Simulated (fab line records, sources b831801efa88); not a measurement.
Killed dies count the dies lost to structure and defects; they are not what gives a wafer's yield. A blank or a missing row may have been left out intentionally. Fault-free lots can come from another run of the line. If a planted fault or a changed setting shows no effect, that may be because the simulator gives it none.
fab line records	flow sky130
record lots=6	wafers=18	last_day=50
route steps=708 shown VIA1@460 PAD_OPEN@708
lots untouched by any fault: they come from a run of this same line in which no faults occurred
start_h: hours from the record's first day to the start of the lot's first wafer shown	wait_h: hours since the lot's step before	" the same as in the row above	L1.1+2: a single row standing in for several wafers	- either no value or no given start	* or withheld: withheld	< > ~ a bound
route shown NAME@n: names a module that has steps shown in the file, with the first one's number in the route	usual: mean/standard deviation of fault-free wafers	same: alike in all rows	chamber/n: place in a boat	sites: per-site readings	_std_site: standard deviation across them	_edge_site: inner sites' mean taken away from outer sites' mean	radius_mm: for every site, how far away it sits from the centre of the wafer	mask NAME#n: copy n	behind: tool/chamber where the wafer was last shaped	hold: the reason the lot was held/the length of the hold in hours/how it ended	device: whichever transistor did not switch (one of n, p or np)	end of line: the same wafers' tests at the end of the route	a step without rows: its recipe alone	killed: not the wafer's yield, but the dies lost to structure and defects at the first sort	map: per-die view of a wafer (x killed, . not killed, _ where there is no die)
set.NAME: the run value of the setting; set.NAME@STEP: its run value at that earlier step	model.NAME: the simulator's own value behind a step, which no gauge read
lots at selected steps of the route; one table per step, one row per wafer
services: from which hour (start_h, from the record's first day; less than 0 if before it) a tool's chamber was out of use, for how many hours, and why
## steps
# step SKY_VIA1_CMP_02
# recipe material=SiO2	down_force_psi=4	platen_rpm=60	pad_velocity_m_s=0.94248
# usual motor_current_A=12.1/1.6
lot.wafer	tool	chamber	start_h	wait_h	motor_current_A
L830.3	cmp-01	3	794.40	0.0	13.5
L830.1	"	0	"	"	11.1
L830.2	"	2	"	"	15.3
L835.4	cmp-01	1	843.64	0.0	10.7
L835.1	"	3	"	"	13.8
L835.3	"	0	"	"	10.3
L840.4	cmp-01	0	874.48	0.0	10.4
L840.1	"	3	"	"	13.1
L840.6	"	1	"	"	10.5
L842.4	cmp-02	1	900.93	0.0	10.4
L842.2	"	2	"	"	11.6
L842.3	"	0	"	"	11.6
L848.1	cmp-02	0	933.62	0.1	11.4
L848.2	"	2	"	"	11.7
L848.6	"	0	"	"	11.4
L850.2	cmp-01	0	937.29	0.1	11.0
L850.4	"	1	"	"	10.8
L850.5	"	0	"	"	10.9
# step SKY_VIA1_BOW_MEAS_03
# recipe mode=bow
# usual VIA1_BOW=80/7.3
lot.wafer	tool	chamber	start_h	wait_h	VIA1_BOW[um]
L830.1	film_metro-02	-	794.70	0.2	73
L830.2	"	-	"	"	88
L830.3	"	-	"	"	74
L835.1	film_metro-02	-	843.94	0.1	81
L835.3	"	-	"	"	71
L835.4	"	-	"	"	83
L840.1	film_metro-03	-	874.78	0.1	86
L840.4	"	-	"	"	78
L840.6	"	-	"	"	92
L842.2	film_metro-03	-	901.25	0.2	96
L842.3	"	-	"	"	86
L842.4	"	-	"	"	87
L848.1	film_metro-01	-	933.87	0.2	77
L848.2	"	-	"	"	77
L848.6	"	-	"	"	75
L850.2	film_metro-03	-	937.56	0.2	83
L850.4	"	-	"	"	85
L850.5	"	-	"	"	75
# step SKY_VIA1_DEHYDRATE_04
# recipe temp_c=200	time_s=60
# step SKY_VIA1_HMDS_05
# recipe prime_time_s=60	prime_temp_c=119
# step SKY_VIA1_COAT_06
# recipe resist=BARC	temp_c=withheld	time_s=withheld	spin_rpm=3000	resist_thk_nm=60
# step SKY_VIA1_COAT_07
# recipe resist=KrF-thick	spin_rpm=3000	resist_thk_nm=450
# step SKY_VIA1_SOFTBAKE_08
# recipe temp_c=100	time_s=90	resist=KrF-thick
# step SKY_VIA1_EXPOSE_09
# recipe mask_id=VIM	na=0.8	source_shape=annular	sigma_inner=0.55	sigma_outer=0.85	target_cd_nm=150	dose_mj=38
# step SKY_VIA1_PEB_10
# recipe peb_temp_c=withheld	peb_time_s=withheld	resist=KrF-thick
# step SKY_VIA1_DEVELOP_11
# recipe develop_time_s=60	resist=KrF-thick	dev_temp_c=21
# step SKY_VIA1_CD_MEAS_12
# recipe target_cd_nm=150
# usual cd_nm=150.1/2
lot.wafer	tool	chamber	start_h	wait_h	cd_nm
L830.1	cd_sem-02	-	821.24	-	148.6
L830.2	"	-	"	"	148.8
L830.3	"	-	"	"	149.1
L835.1	cd_sem-01	-	870.99	-	154.7
L835.3	"	-	"	"	155.1
L835.4	"	-	"	"	152.6
L840.1	cd_sem-02	-	900.49	-	150.5
L840.4	"	-	"	"	150.9
L840.6	"	-	"	"	150.5
L842.2	cd_sem-01	-	926.36	-	149.6
L842.3	"	-	"	"	151.0
L842.4	"	-	"	"	150.5
L848.1	cd_sem-02	-	958.54	-	148.4
L848.2	"	-	"	"	146.9
L848.6	"	-	"	"	147.4
L850.2	cd_sem-01	-	961.72	-	148.4
L850.4	"	-	"	"	148.7
L850.5	"	-	"	"	148.4
# step SKY_VIA1_OVL_MEAS_13
# usual VIA1_OVL=-4/5.4
lot.wafer	tool	chamber	start_h	wait_h	VIA1_OVL[nm]
L830.1	overlay-02	-	821.36	0.1	-2
L830.2	"	-	"	"	-8
L830.3	"	-	"	"	-3
L835.1	overlay-01	-	871.11	0.1	-6
L835.3	"	-	"	"	-2
L835.4	"	-	"	"	-3
L840.1	overlay-02	-	900.61	0.1	-4
L840.4	"	-	"	"	-1
L840.6	"	-	"	"	-4
L842.2	overlay-01	-	926.47	0.1	-1
L842.3	"	-	"	"	-5
L842.4	"	-	"	"	-5
L848.1	overlay-01	-	958.66	0.1	-2
L848.2	"	-	"	"	-6
L848.6	"	-	"	"	-4
L850.2	overlay-01	-	961.82	0.1	-2
L850.4	"	-	"	"	-7
L850.5	"	-	"	"	4
# step SKY_VIA1_ETCH_14
# recipe chemistry=N2/H2	target=BARC	ion_energy_ev=200	source_w=500	bias_w=100	pressure_mtorr=30	n2_flow_sccm=100	h2_flow_sccm=200	stop_on=SiO2	time_s=45.9	target_depth_a=600
# usual bias_w=100.00/0.3	drypump_motor_current_A=5.5/0.45	n2_flow_sccm=100.04/0.28	oes_product_au=0.854/0.0045	throttle_valve_pct=13.226/0.0089
lot.wafer	tool	chamber	start_h	wait_h	bias_w	drypump_motor_current_A	n2_flow_sccm	oes_product_au	rf_hours_counter_h	throttle_valve_pct
L830.1	rie_diel-02	2	821.40	0.0	99.81	5.8	99.83	0.859	1	13.225
L830.2	"	3	"	"	100.15	6.2	100.17	0.861	2	13.230
L830.3	"	0	"	"	99.68	4.9	100.38	0.853	9	13.219
L835.1	rie_diel-01	1	871.15	0.0	99.67	5.3	99.86	0.861	4	13.212
L835.3	"	2	"	"	100.15	5.3	99.84	0.844	26	13.217
L835.4	"	3	"	"	99.65	5.7	99.71	0.853	17	13.241
L840.1	rie_diel-01	0	900.65	0.0	94.38	5.9	99.76	0.856	8	13.219
L840.4	"	2	"	"	94.62	5.3	99.70	0.856	0	13.243
L840.6	"	1	"	"	94.08	5.3	99.84	0.852	-	13.210
L842.2	rie_diel-01	1	926.50	0.0	94.58	5.4	99.74	0.854	6	13.231
L842.3	"	2	"	"	94.33	5.3	100.58	0.855	1	13.220
L842.4	"	0	"	"	94.44	5.9	100.13	0.860	9	13.233
L848.1	rie_diel-03	1	958.70	0.0	99.62	5.1	100.62	0.855	21	13.228
L848.2	"	0	"	"	100.53	5.2	100.06	0.862	15	13.232
L848.6	"	0	"	"	100.68	5.2	99.72	0.850	-	13.221
L850.2	rie_diel-02	2	961.85	0.0	99.83	5.8	100.18	0.850	5	13.237
L850.4	"	1	"	"	99.74	5.0	99.83	0.850	21	13.217
L850.5	"	2	"	"	100.03	5.8	100.26	0.849	-	13.214
# step SKY_VIA1_ETCH_15
# recipe target=SiO2	chemistry=C4F8/O2/Ar	target_depth_nm=351	stop_on=TiN	mask_material=KrF-thick	source_w=1500	bias_w=1200	pressure_mtorr=40	c4f8_flow_sccm=withheld	O2_flow_sccm=6	Ar_flow_sccm=300	time_s=54
# usual bias_w=1201/3.9	oes_product_au=0.981/0.0064
lot.wafer	tool	chamber	start_h	wait_h	bias_w	oes_product_au	rf_hours_counter_h
L830.1	rie_diel-02	2	821.44	0.0	1198	0.976	1
L830.2	"	3	"	"	1198	0.973	2
L830.3	"	0	"	"	1203	0.979	9
L835.1	rie_diel-01	1	871.19	0.0	1196	0.978	4
L835.3	"	2	"	"	1198	0.977	26
L835.4	"	3	"	"	1202	0.978	17
L840.1	rie_diel-01	0	900.69	0.0	1200	0.987	9
L840.4	"	2	"	"	1210	0.970	0
L840.6	"	1	"	"	1197	0.975	-
L842.2	rie_diel-01	1	926.54	0.0	1204	0.987	6
L842.3	"	2	"	"	1198	0.976	1
L842.4	"	0	"	"	1208	0.985	9
L848.1	rie_diel-03	1	958.74	0.0	1202	0.976	21
L848.2	"	0	"	"	1205	0.986	15
L848.6	"	0	"	"	1201	0.979	-
L850.2	rie_diel-02	2	961.89	0.0	1205	0.982	5
L850.4	"	1	"	"	1204	0.982	21
L850.5	"	2	"	"	1206	0.974	-
# step SKY_PAD_OPEN_PROBE_99
# usual defect_limited_yield=82.5/1.9	killed_at_M0_to_M3=42/6.4	killed_at_M4_up=2.9/1.7	killed_at_contacts=25/5.2	killed_at_front_end=16/4.4	killed_at_other=0.4/0.65	killed_dies=86/9.2	killed_open=47/6.6	killed_short=39/5.8	sort_bin_3_pad_short=0.9/0.42	sort_bin_5_function=10.4/1.5	sort_bin_6_memory=6.3/1	sort_n_pass=406/9.2	sort_yield_pct=82.5/1.9
# same gross_dies=492	killed_at_back_side=0	sort_bin_4_leakage[%]=0	sort_bin_8_speed[%]=0
lot.wafer	tool	chamber	start_h	wait_h	defect_limited_yield[%]	killed_at_M0_to_M3	killed_at_M4_up	killed_at_contacts	killed_at_front_end	killed_at_other	killed_dies	killed_open	killed_short	sort_bin_3_pad_short[%]	sort_bin_5_function[%]	sort_bin_6_memory[%]	sort_n_pass	sort_yield_pct[%]
L830.1	prober-01	-	1095.26	0.1	82.1	49	3	23	13	0	88	49	39	0.4	11.2	6.3	404	82.1
L830.2	prober-01	-	1095.31	0.1	85.0	37	2	20	15	0	74	42	32	0.4	9.1	5.5	418	85.0
L830.3	prober-01	-	1095.36	0.2	81.3	52	4	20	15	1	92	49	43	0.4	12.2	6.1	400	81.3
L835.1	prober-02	-	1136.96	0.1	81.5	35	4	31	21	0	91	58	32	0.6	11.0	6.9	401	81.5
L835.3	prober-02	-	1137.06	0.2	80.5	41	4	29	22	0	96	49	46	1.0	11.6	6.9	396	80.5
L835.4	prober-02	-	1137.11	0.2	84.6	31	1	25	18	1	76	36	38	0.8	9.3	5.3	416	84.6
L840.1	prober-02	-	1155.88	0.1	84.3	36	3	20	18	0	77	41	36	0.8	8.7	6.1	415	84.3
L840.4	prober-02	-	1156.03	0.2	81.9	48	2	22	16	1	89	46	41	0.6	11.0	6.5	403	81.9
L840.6	prober-02	-	1156.13	0.2	85.2	33	5	22	12	1	73	39	33	1.0	8.3	5.5	419	85.2
L842.2	prober-02	-	1177.33	0.1	82.7	36	5	24	20	0	85	47	38	1.2	10.0	6.1	407	82.7
L842.3	prober-02	-	1177.38	0.2	83.3	40	4	16	20	2	82	40	41	1.0	10.0	5.7	410	83.3
L842.4	prober-02	-	1177.43	0.2	80.7	40	7	25	23	0	95	44	51	1.8	12.4	5.1	397	80.7
L848.1	prober-02	-	1198.12	0.1	81.1	46	4	24	19	0	93	50	42	1.0	11.0	6.9	399	81.1
L848.2	prober-02	-	1198.17	0.1	79.1	46	2	27	27	1	103	48	51	1.0	12.8	7.1	389	79.1
L848.6	prober-02	-	1198.37	0.2	82.1	39	6	18	25	0	88	55	33	0.6	12.2	5.1	404	82.1
L850.2	prober-02	-	1202.06	0.1	82.1	46	4	21	17	0	88	43	45	1.0	10.4	6.5	404	82.1
L850.4	prober-02	-	1202.16	0.2	79.3	53	6	32	11	0	102	59	43	0.6	13.6	6.5	390	79.3
L850.5	prober-02	-	1202.21	0.2	80.9	50	5	26	13	0	94	51	43	1.4	12.0	5.7	398	80.9
# killed by level:class
L830.1 VIA1:geometric_particle:open=12 VIA1:geometric_particle:short=8 LI_CONTACT:geometric_particle:open=7 CONTACT:geometric_particle:open=7 VIA2:geometric_particle:short=5 METAL1:geometric_particle:short=5 VIA2:geometric_particle:open=5 METAL3:geometric_particle:short=5
L830.2 CONTACT:geometric_particle:open=10 VIA1:geometric_particle:open=9 VIA3:geometric_particle:open=8 METAL2:geometric_particle:short=7 CONTACT:geometric_particle:short=6 POLY_GATE:geometric_particle:short=5 VIA2:geometric_particle:open=5 LI_CONTACT:geometric_particle:open=3
L830.3 VIA1:geometric_particle:open=14 VIA3:geometric_particle:short=8 VIA2:geometric_particle:open=8 LOCAL_INTERCONNECT:geometric_particle:short=6 CONTACT:geometric_particle:open=6 METAL1:geometric_particle:short=6 METAL2:geometric_particle:short=6 FIELD_ISO:geometric_particle:short=4
L835.1 CONTACT:geometric_particle:open=15 VIA1:geometric_particle:open=9 VIA3:geometric_particle:open=8 CONTACT:geometric_particle:short=7 POLY_GATE:geometric_particle:open=5 LI_CONTACT:geometric_particle:open=5 VIA2:geometric_particle:open=5 POLY_CUT:geometric_particle:short=4
L835.3 CONTACT:geometric_particle:open=13 VIA3:geometric_particle:open=8 LI_CONTACT:geometric_particle:open=6 LOCAL_INTERCONNECT:geometric_particle:short=6 METAL2:geometric_particle:short=6 FIELD_ISO:geometric_particle:open=5 POLY_GATE:geometric_particle:short=5 VIA1:geometric_particle:open=5
L835.4 VIA1:geometric_particle:open=8 VIA2:geometric_particle:open=7 CONTACT:geometric_particle:open=7 CONTACT:geometric_particle:short=6 FIELD_ISO:geometric_particle:short=5 LI_CONTACT:geometric_particle:short=5 LOCAL_INTERCONNECT:geometric_particle:short=5 FIELD_ISO:geometric_particle:open=4
L840.1 CONTACT:geometric_particle:open=8 CONTACT:geometric_particle:short=7 VIA1:geometric_particle:open=7 VIA2:geometric_particle:open=6 FIELD_ISO:geometric_particle:short=5 POLY_GATE:geometric_particle:open=5 VIA3:geometric_particle:open=4 METAL3:geometric_particle:short=4
L840.4 VIA1:geometric_particle:open=12 CONTACT:geometric_particle:open=10 VIA2:geometric_particle:open=9 METAL1:geometric_particle:short=6 FIELD_ISO:geometric_particle:short=5 VIA1:geometric_particle:short=5 VIA2:geometric_particle:short=5 LI_CONTACT:geometric_particle:open=4
L840.6 CONTACT:geometric_particle:open=9 VIA2:geometric_particle:open=8 METAL1:geometric_particle:short=7 CONTACT:geometric_particle:short=5 VIA3:geometric_particle:open=5 LOCAL_INTERCONNECT:geometric_particle:short=4 VIA1:geometric_particle:open=4 POLY_GATE:geometric_particle:open=3
L842.2 LI_CONTACT:geometric_particle:open=9 FIELD_ISO:geometric_particle:short=7 VIA1:geometric_particle:short=7 VIA1:geometric_particle:open=7 FIELD_ISO:geometric_particle:open=6 VIA2:geometric_particle:open=6 VIA3:geometric_particle:open=5 CONTACT:geometric_particle:open=4
L842.3 VIA1:geometric_particle:open=9 FIELD_ISO:geometric_particle:open=7 CONTACT:geometric_particle:open=7 METAL2:geometric_particle:short=7 FIELD_ISO:geometric_particle:short=6 METAL1:geometric_particle:short=5 VIA3:geometric_particle:open=5 METAL3:geometric_particle:short=5
L842.4 LI_CONTACT:geometric_particle:open=12 FIELD_ISO:geometric_particle:short=10 VIA1:geometric_particle:open=7 METAL2:geometric_particle:short=7 METAL4:geometric_particle:short=6 CONTACT:geometric_particle:short=5 CONTACT:geometric_particle:open=5 METAL1:geometric_particle:short=5
L848.1 VIA1:geometric_particle:open=15 FIELD_ISO:geometric_particle:short=8 LI_CONTACT:geometric_particle:open=8 CONTACT:geometric_particle:open=7 CONTACT:geometric_particle:short=6 VIA3:geometric_particle:open=6 FIELD_ISO:geometric_particle:open=4 METAL1:geometric_particle:short=4
L848.2 VIA1:geometric_particle:open=11 METAL1:geometric_particle:short=9 CONTACT:geometric_particle:open=8 LI_CONTACT:geometric_particle:open=6 CONTACT:geometric_particle:short=6 VIA3:geometric_particle:open=6 FIELD_ISO:geometric_particle:short=5 POLY_GATE:geometric_particle:short=5
L848.6 CONTACT:geometric_particle:open=9 VIA1:geometric_particle:open=9 FIELD_ISO:geometric_particle:open=7 POLY_GATE:geometric_particle:open=7 VIA3:geometric_particle:open=6 FIELD_ISO:geometric_particle:short=5 LI_CONTACT:geometric_particle:open=4 METAL1:geometric_particle:short=4
L850.2 VIA3:geometric_particle:open=9 METAL1:geometric_particle:short=8 CONTACT:geometric_particle:open=8 VIA1:geometric_particle:open=6 VIA1:geometric_particle:short=5 SPACER:geometric_particle:open=4 LI_CONTACT:geometric_particle:short=4 METAL2:geometric_particle:short=4
L850.4 CONTACT:geometric_particle:open=13 METAL1:geometric_particle:short=9 VIA1:geometric_particle:open=9 METAL2:geometric_particle:short=8 LI_CONTACT:geometric_particle:open=7 VIA2:geometric_particle:open=6 VIA3:geometric_particle:open=6 FIELD_ISO:geometric_particle:open=4
L850.5 VIA3:geometric_particle:open=13 VIA1:geometric_particle:open=9 METAL2:geometric_particle:short=9 LI_CONTACT:geometric_particle:open=8 CONTACT:geometric_particle:open=8 LOCAL_INTERCONNECT:geometric_particle:short=5 VIA2:geometric_particle:open=5 POLY_GATE:geometric_particle:short=4
## services
tool	chamber	start_h	hours	kind
rie_diel-02	2	773.42	17.0	repair
cmp-01	-	773.65	0.3	repair
cmp-01	-	775.41	0.7	repair
cmp-02	-	775.45	1.4	repair
rie_diel-03	0	792.47	9.0	repair
rie_diel-02	1	802.30	9.7	repair
rie_diel-01	2	821.71	4.1	repair
cmp-02	-	841.17	0.8	repair
rie_diel-02	0	841.31	7.5	repair
rie_diel-03	3	842.44	16.7	repair
cmp-01	-	844.89	1.4	repair
rie_diel-01	1	851.81	9.4	repair
rie_diel-03	-	866.49	10.2	repair
rie_diel-01	2	871.24	-	clean
rie_diel-01	2	871.24	12.9	scheduled_down
rie_diel-01	2	871.24	12.9	vent_cycle
rie_diel-02	0	875.42	13.0	repair
rie_diel-03	2	875.81	4.5	repair
cmp-01	-	877.56	12.4	pm
cmp-01	-	891.24	0.6	repair
cmp-02	-	912.47	4.0	pm
rie_diel-03	0	924.60	9.7	repair
cmp-02	-	926.17	1.0	repair
rie_diel-03	3	958.20	1.3	repair
## key
first_sign step=SKY_VIA1_ETCH_14	reading=bias_w	direction=down	sigmas=19	usual=100.00	struck=94.40
effect none on later readings
met_at SKY_VIA1_ETCH_14
struck_wafers L840.1,L840.4,L840.6,L842.2,L842.3,L842.4
onset_between 871.15 900.65
fault kind=process_parameter_drift	tool=rie_diel-01	chamber=-	onset_h=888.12	steps=SKY_VIA1_ETCH_14	channel=bias_w	offset=-5.5906	shape=step	end_h=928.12	acts_in=these_recipes_only	stated=100
